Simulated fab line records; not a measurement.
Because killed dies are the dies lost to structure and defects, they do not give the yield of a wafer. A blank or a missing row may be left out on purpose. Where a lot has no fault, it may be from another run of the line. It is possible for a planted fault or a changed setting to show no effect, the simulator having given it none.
Which of the tools did it?	flow sky130	13 lots, 39 wafers sampled, at 4 steps of a route of 708

WHAT THE GAUGES READ, wafer by wafer
SKY_VT_ADJUST_HVTR_OVL_MEAS_08. Usual: VT_ADJUST_HVTR_OVL typically reads -0.7 nm, with standard deviation 1.5.
lot	measured	on	VT_ADJUST_HVTR_OVL (nm)	flag
L548	day 10 06:42	overlay-02	-0.3 -0.2 -0.3	
L549	day 10 07:52	overlay-02	1.2 -1.6 -1.2	
L550	day 10 16:46	overlay-02	1.0 0.3 0.2	
L553	day 11 12:08	overlay-01	-0.1 0.8 -0.5	
L554	day 11 16:58	overlay-02	-0.8 -0.8 -2.1	
L555	day 12 01:51	overlay-02	1.3 1.0 2.6	
L556	day 12 09:34	overlay-02	-2.1 -1.5 -2.8	
L557	day 12 11:34	overlay-01	-1.1 -2.0 -0.9	
L561	day 13 20:16	overlay-02	0.7 0.0 0.6	
L567	day 15 13:46	overlay-01	-2.0 -2.9 -1.9	
L569	day 16 14:40	overlay-02	-2.0 -0.3 0.2	
L570	day 16 17:46	overlay-01	-3.0 -2.0 -1.4	
L571	day 16 21:59	overlay-01	0.9 -0.3 1.0	

SKY_SONOS_ONO_THK_MEAS_05. Usual: SONOS_ONO_CVD_04_THK typically reads 5.66 nm, with standard deviation 0.12.
lot	measured	on	SONOS_ONO_CVD_04_THK (nm)	flag
L548	day 12 14:43	film metro-02	5.77 5.88 5.88	
L549	day 12 14:43	film metro-03	5.89 5.80 5.81	
L550	day 13 01:31	film metro-01	5.76 5.65 5.74	
L553	day 13 21:16	film metro-02	5.58 5.64 5.67	
L554	day 14 03:32	film metro-01	5.90 5.79 5.87	
L555	day 14 13:34	film metro-03	5.73 5.71 5.65	
L556	day 14 17:46	film metro-01	5.58 5.61 5.64	
L557	day 14 20:37	film metro-01	5.58 5.43 5.55	
L561	day 16 09:47	film metro-01	5.59 5.51 5.49	
L567	day 18 06:02	film metro-02	5.79 5.69 5.71	
L569	day 19 09:01	film metro-03	5.53 5.64 5.50	
L570	day 19 11:53	film metro-03	5.59 5.56 5.49	
L571	day 19 17:06	film metro-03	5.29 5.37 5.36	

WHICH TOOL RAN EACH LOT (tool, then ch and the chambers of the sampled wafers, then the start)
lot	SKY_NWELL_STRIP_14	SKY_VT_ADJUST_HVTP_IMPLANT_09
L548	plasma asher-02 ch 0,1, day 5 02:11	implanter-01 ch 0, day 6 16:52
L549	plasma asher-01 ch 0,1, day 5 02:59	implanter-01 ch 0, day 6 18:03
L550	plasma asher-01 ch 0,1, day 5 10:05	implanter-03 ch 0, day 7 01:32
L553	plasma asher-03 ch 0,1, day 6 03:13	implanter-02 ch 0, day 7 19:33
L554	plasma asher-03 ch 0,1, day 6 06:49	implanter-03 ch 0, day 7 22:16
L555	plasma asher-01 ch 0,1, day 6 12:49	implanter-01 ch 0, day 8 06:12
L556	plasma asher-03 ch 0,1, day 6 20:59	implanter-02 ch 0, day 8 14:13
L557	plasma asher-02 ch 0,1, day 6 21:56	implanter-02 ch 0, day 8 16:11
L561	plasma asher-01 ch 1, day 7 21:41	implanter-02 ch 0, day 9 18:47
L567	plasma asher-03 ch 0,1, day 9 06:07	implanter-03 ch 0, day 11 04:53
L569	plasma asher-01 ch 0,1, day 10 03:44	implanter-01 ch 0, day 12 02:45
L570	plasma asher-01 ch 0,1, day 10 05:56	implanter-01 ch 0, day 12 04:59
L571	plasma asher-02 ch 0,1, day 10 10:04	implanter-02 ch 0, day 12 09:59
- SKY_NWELL_STRIP_14: strips in O2/N2.
- SKY_VT_ADJUST_HVTP_IMPLANT_09

AS READ BY THE TOOLS THEMSELVES (means over the sampled wafers that have a number; for cases with no such wafer, the mark the record gives instead)
SKY_NWELL_STRIP_14. Usual: chamber pressure mTorr 1499.8 mTorr, standard deviation 1.3; drypump motor current A 5.6 A, standard deviation 0.38; oes product au 0.722 a.u., standard deviation 0.0046; strip time to endpoint s 36.94 s, standard deviation 0.1.
lot	tool	chamber pressure mTorr (mTorr)	drypump motor current A (A)	oes product au (a.u.)	strip time to endpoint s (s)	flag
L548	plasma asher-02	1500.9	6.1	0.724	37.11	
L549	plasma asher-01	1497.2	5.2	0.728	36.90	
L550	plasma asher-01	1500.1	5.2	0.722	36.94	
L553	plasma asher-03	1499.7	5.6	0.723	37.05	
L554	plasma asher-03	1498.7	5.7	0.722	36.96	
L555	plasma asher-01	1500.8	5.2	0.720	36.80	
L556	plasma asher-03	1499.3	5.7	0.722	37.01	
L557	plasma asher-02	1499.0	6.1	0.719	36.80	
L561	plasma asher-01	1500.0	5.7	0.729	36.95	
L567	plasma asher-03	1500.8	5.6	0.725	36.88	
L569	plasma asher-01	1500.5	5.5	0.723	36.94	
L570	plasma asher-01	1500.9	5.2	0.720	36.87	
L571	plasma asher-02	1499.9	5.9	0.718	36.97	

SKY_VT_ADJUST_HVTP_IMPLANT_09. Usual: beam energy keV at 150.00, with a standard deviation of 0.048.
lot	tool	beam energy keV	flag
L548	implanter-01	150.01	
L549	implanter-01	150.02	
L550	implanter-03	150.04	
L553	implanter-02	150.03	
L554	implanter-03	149.99	
L555	implanter-01	149.97	
L556	implanter-02	150.02	
L557	implanter-02	152.37	OFF
L561	implanter-02	152.38	OFF
L567	implanter-03	150.05	
L569	implanter-01	150.04	
L570	implanter-01	150.01	
L571	implanter-02	150.00	

THE ANSWER, worked out from the rows above alone
Rule: a lot counts as off when the mean over its wafers that have a number is more than 3 standard deviations away from the usual mean. Also off: a lot with no number at a reading for which 4 or more lots have one. Any other lot the step has rows for is counted as sound. Order of review: gauges by route order, followed by the tools' own readings, for which a lot's mean as printed above is used. At the first step where some lot is off, the reading lying furthest off is the one used; lots without a number count as furthest.
Off, at SKY_VT_ADJUST_HVTP_IMPLANT_09 on beam energy keV: L557, L561.
A tool fits if, at that step or a process step before it, it ran every lot that is off, and no sound lot after the first of them. Of those tried, none fits.

WHAT WAS PUT IN BY THE SIMULATOR
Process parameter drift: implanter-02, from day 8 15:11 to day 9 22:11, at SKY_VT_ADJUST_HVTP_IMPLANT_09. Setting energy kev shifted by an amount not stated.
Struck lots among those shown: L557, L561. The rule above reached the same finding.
